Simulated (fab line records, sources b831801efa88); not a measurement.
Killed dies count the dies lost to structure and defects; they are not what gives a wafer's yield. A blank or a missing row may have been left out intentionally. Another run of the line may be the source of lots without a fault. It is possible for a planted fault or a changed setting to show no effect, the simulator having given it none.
Matching of chambers	flow sky130	4 sister chambers for SKY_CONTACT_ETCH_17 on rie diel-02
The step etches SiO2 in C4F8/O2/Ar, stops on Si3N4, target depth 340 nm. 8 wafers are shown with their chamber, then 8 later ones without.

EACH WAFER AND ITS CHAMBER
wafer	chamber	oes product au (a.u.)
L286.1	0	0.888
L293.3	1	0.884
L293.5	0	0.895
L293.6	1	0.894
L294.1	2	0.905
L294.4	3	0.897
L294.6	2	0.887
L296.3	3	0.890

WAFERS WITH NO CHAMBER GIVEN
wafer	oes product au (a.u.)
L296.5	0.895
L296.6	0.894
L305.2	0.890
L305.5	0.888
L305.6	0.887
L306.1	0.896
L306.2	0.892
L306.6	0.894

THE CHAMBER EACH PASSED THROUGH
wafer	from the rows above	in truth
L296.5	can't be placed: 2 or 3 or 0 or 1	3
L296.6	can't be placed: 3 or 2 or 0 or 1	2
L305.2	can't be placed: 1 or 0 or 3 or 2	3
L305.5	can't be placed: 1 or 0 or 3 or 2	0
L305.6	can't be placed: 1 or 0 or 3 or 2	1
L306.1	can't be placed: 2 or 3 or 0 or 1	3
L306.2	can't be placed: 0 or 3 or 1 or 2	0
L306.6	can't be placed: 3 or 2 or 0 or 1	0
0 of 8 placed correctly. Cannot be placed on the basis of these rows: 8; the candidates contain the true chamber in 8. Number placed wrongly: 0.
How it was worked out, from the rows above alone: a wafer's distance from a chamber is the root of the sum, over the readings, of the square of ((its reading less the chamber's mean) divided by the reading's scatter). If the next closest chamber is less than 2 further off than the closest, the wafer can't be placed; otherwise it belongs to the closest. A chamber's mean is the mean of its shown wafers. The scatter: the root of (the sum of the squares of (reading less its chamber's mean) over the shown wafers, divided by (wafers less chambers)).
